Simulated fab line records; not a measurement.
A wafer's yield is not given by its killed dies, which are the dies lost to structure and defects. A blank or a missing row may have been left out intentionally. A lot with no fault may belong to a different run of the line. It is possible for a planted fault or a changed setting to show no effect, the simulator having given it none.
A struck lot beside a sound one | flow gf180mcu | 16 out of 602 route steps
Sound: the wafers L711.2, L711.5, L711.6. The struck wafers were L722.3, L722.4, L722.5. The cause is given at the end.
Order at every step that has rows: each side's tool, ch and its chambers, its first start. Under that, the readings that differ: sound wafers | struck wafers | difference of the means | sigmas: that difference in standard deviations of wafers without a fault.
alike: a reading whose means differ by less than 2 such deviations, as well as words and numbers matching on both sides. not compared: withheld readings; readings where some wafer has no value; bounds like >300 that might hide an equal value; numbers whose values overlap and for which the record gives no deviation.
A row with sigmas, a row that says differs or no value, or rows on one side alone: a step with any of these is where the two part. Numbers that have no deviation but don't overlap get no sigmas and don't part them. A reading missing from all wafers of one side parts the sides only when that side holds two or more wafers.

first, 3 steps without rows for these wafers: GF_V2_EXPOSE_11 (exposes mask Via2, target cd 260 nm); GF_V2_PEB_12 (peb time 90 s); GF_V2_DEVELOP_13 (develop time 60 s).
GF_V2_CD_MEAS_14: the cd target is 260 nm.
  struck on cdSem-01, day 26 22:14; sound on cdSem-01, day 23 06:44
  alike: cdNm
GF_V2_OVL_MEAS_15:
  struck on overlay-02, day 26 22:20; sound on overlay-01, day 23 06:51
  alike: V2_OVL
then, 1 step without rows for these wafers: GF_V2_ETCH_16 (etches BARC in N2/H2).
GF_V2_ETCH_17: etches SiO2 in C4F8/O2/Ar, stops on TiN, target depth 630 nm.
  sound: rieDiel-01 ch 0,3; struck: rieDiel-03 ch 1,2
reading   | sound          | struck         | difference | sigmas
biasW (W) | 1194 1202 1204 | 1187 1197 1189 | -9         | -2
  alike: oesProductAu
GF_V2_STRIP_18: strips in O2/N2.
  sound on plasmaAsher-02 ch 0,1, day 23 07:00; struck on plasmaAsher-02 ch 0,1, day 26 22:31
  alike: drypumpMotorCurrentA, heaterPowerW, oesProductAu
  not compared: rfHoursCounterH
then, 2 steps without rows for these wafers: GF_V2_STRIP_19 (strips in post etch residue remover, time 1200 s); GF_V2_CLEAN_20 (cleans in DIW).
GF_V2_SPUTTER_21: material Ti, target thk 15 nm, time 80.02 s.
  struck on pvdSputter-02, day 26 23:05; sound on pvdSputter-03, day 23 07:34
  alike: cathodeDcPowerW, throttleValvePct
GF_V2_SPUTTER_22: material TiN, target thk 10 nm, time 40 s.
  struck on pvdSputter-02, day 26 23:08; sound on pvdSputter-03, day 23 07:38
  alike: cathodeDcPowerW, throttleValvePct
GF_V2_CVD_23: deposits W, target thk 350 nm, time 104.94 s.
  sound on cvdW-02 ch 0,1, day 23 07:40; struck on cvdW-02 ch 0,1, day 26 23:13
reading                         | sound                | struck               | difference | sigmas
susceptorTempC (C)              | 399.98 399.92 399.89 | 402.89 402.42 402.64 | +2.72      | +13
model.W_of_V2_CVD_23.thkNm (nm) | 351.4 350.8 352      | 367.8 368 361.2      | +14.3      | 
  alike: heaterPowerOuterW, heaterPowerW
GF_V2_RS_MEAS_24: uses a four-point probe to measure.
  struck on filmMetro-02, day 26 23:20; sound on filmMetro-03, day 23 07:48
reading          | sound             | struck            | difference | sigmas
V2_W_RS (ohm/sq) | 0.325 0.327 0.325 | 0.311 0.311 0.317 | -0.013     | -4
GF_V2_THK_MEAS_25: measures by xrf.
  struck on filmMetro-02, day 26 23:26; sound on filmMetro-03, day 23 07:55
reading       | sound       | struck      | difference | sigmas
V2_W_THK (nm) | 360 362 365 | 385 385 379 | +21        | +5
GF_V2_CMP_26: polishes, stops on SiO2, t overpolish 15 s, target thk 0 nm.
  sound on cmp-01 ch 2,3, day 23 07:58; struck on cmp-02 ch 0,1,2, day 26 23:34
  alike: motorCurrentA, overpolishRunS, timeToEndpointS

## WHERE THEY PART
First at GF_V2_ETCH_17; last, within this record, at GF_V2_THK_MEAS_25. Later steps at which nothing parts them and some readings are alike: GF_V2_CMP_26.

WHY: the cause the simulator had injected
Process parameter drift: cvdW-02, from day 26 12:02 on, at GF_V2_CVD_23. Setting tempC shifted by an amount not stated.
